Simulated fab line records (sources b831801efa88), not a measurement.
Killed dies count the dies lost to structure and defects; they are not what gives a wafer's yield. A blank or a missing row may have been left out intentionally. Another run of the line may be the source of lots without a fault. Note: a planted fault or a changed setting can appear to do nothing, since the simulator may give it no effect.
Problem report, 8D (eight disciplines) form, completed by code || flow sfqLine || the parts of the form that need people (team, actions taken, sign-off) are left out

## 1. THE ISSUE
Mean of oesProductAu at SFQ_TRILAYER_M5_BARC_OPEN_METAL_ETCH_161: 0.642 a.u. across 3 wafers in 3 lots; on wafers with no fault it is 0.686 a.u. (standard deviation 0.0049). Measured from the usual mean, that is -8.9 standard deviations.
The step: etches BARC in O2, target depth 125 nm, time 41.7 s.
Earliest sighting: wafer L546.2 on rieMetal-01 at day 48 03:56. The record has a number at this step for 42 wafers belonging to 15 lots. Rule for "out" (also "out of limits"): further than 4 standard deviations from the usual mean. The rest of the wafers with a number are treated as sound.

## 2. WHAT IT IS, AND WHAT IT ISN'T
{"question": "which readings at this step", "is": "oesProductAu, runLengthS", "is not": "drypumpMotorCurrentA"}
{"question": "which lots", "is": "L546, L548, L549", "is not": "L537, L538, L539, L540, L550, L552, L553, L554, L555, L557, L558, L559"}
{"question": "which wafers of those lots", "is": "L546.2, L548.2, L549.2", "is not": "L546.1, L548.1, L549.5"}
{"question": "read on which tools", "is": "rieMetal-01", "is not": "rieMetal-03, rieMetal-04"}
{"question": "when", "is": "from day 48 03:56", "is not": "up to then (13 sound wafers); but 26 sound wafers of L548, L549, L550, L552, L553, L554, L555, L557, L558, L559 came after"}

## 3. THE SUSPECTS, EACH WITH WHAT RULES IT OUT
Counting: a tool at a process step up to the reading stays a suspect if it ran every lot that is out. Sound lots after the first of them don't rule it out here, since some wafers of a struck lot are sound.
- rieMetal-04 at SFQ_TRILAYER_M4_STRIP_STRIP_097 (strips in O2): kept. Ran every lot that is out, first one L546 (day 35 23:53); last sound lot up to then L540 (day 34 17:19).
- rieMetal-01 at SFQ_TRILAYER_M5_BARC_OPEN_METAL_ETCH_161 (etches BARC in O2, target depth 125 nm, time 41.7 s): kept. Ran every lot that is out, first one L546 (day 48 03:56); last sound lot up to then L539 (day 46 10:08). Its own readings are out on those wafers: oesProductAu, runLengthS.
The count leaves rieMetal-01 at SFQ_TRILAYER_M5_BARC_OPEN_METAL_ETCH_161 and rieMetal-04 at SFQ_TRILAYER_M4_STRIP_STRIP_097.

## 4. THE CAUSE (what the simulator had put in)
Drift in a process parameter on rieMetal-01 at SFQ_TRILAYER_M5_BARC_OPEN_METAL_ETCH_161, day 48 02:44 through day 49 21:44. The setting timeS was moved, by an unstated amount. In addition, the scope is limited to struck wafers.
After counting, 2 suspects remain, this tool included.

## 5. THE EFFECT CHAIN, in route order
Rows list readings where the struck wafers' mean (over those with a number) sits beyond 3 standard deviations from the usual. Only readings for which the record gives a usual standard deviation are gone through. hours: the time from each lot's start at the first step in this table that gives one to its start at this step, as a median over the lots. sigmas: the change in usual standard deviations.
{"hours": 0, "step": "SFQ_TRILAYER_M5_BARC_OPEN_METAL_ETCH_161", "reading": "oesProductAu", "usual": "0.686 a.u.", "on struck wafers": 0.642, "change": -0.044, "sigmas": -8.9}
{"hours": 0, "step": "SFQ_TRILAYER_M5_BARC_OPEN_METAL_ETCH_161", "reading": "runLengthS", "usual": "70.1 s", "on struck wafers": 75.8, "change": "+5.7", "sigmas": "+8.7"}
Process steps it contains:
- SFQ_TRILAYER_M5_BARC_OPEN_METAL_ETCH_161: etches BARC in O2, target depth 125 nm, time 41.7 s.

## 6. HOW IT WOULD HAVE BEEN CAUGHT EARLIER
In this record the first reading out of limits was taken at day 48 03:56, 1 hour after the fault began at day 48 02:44.
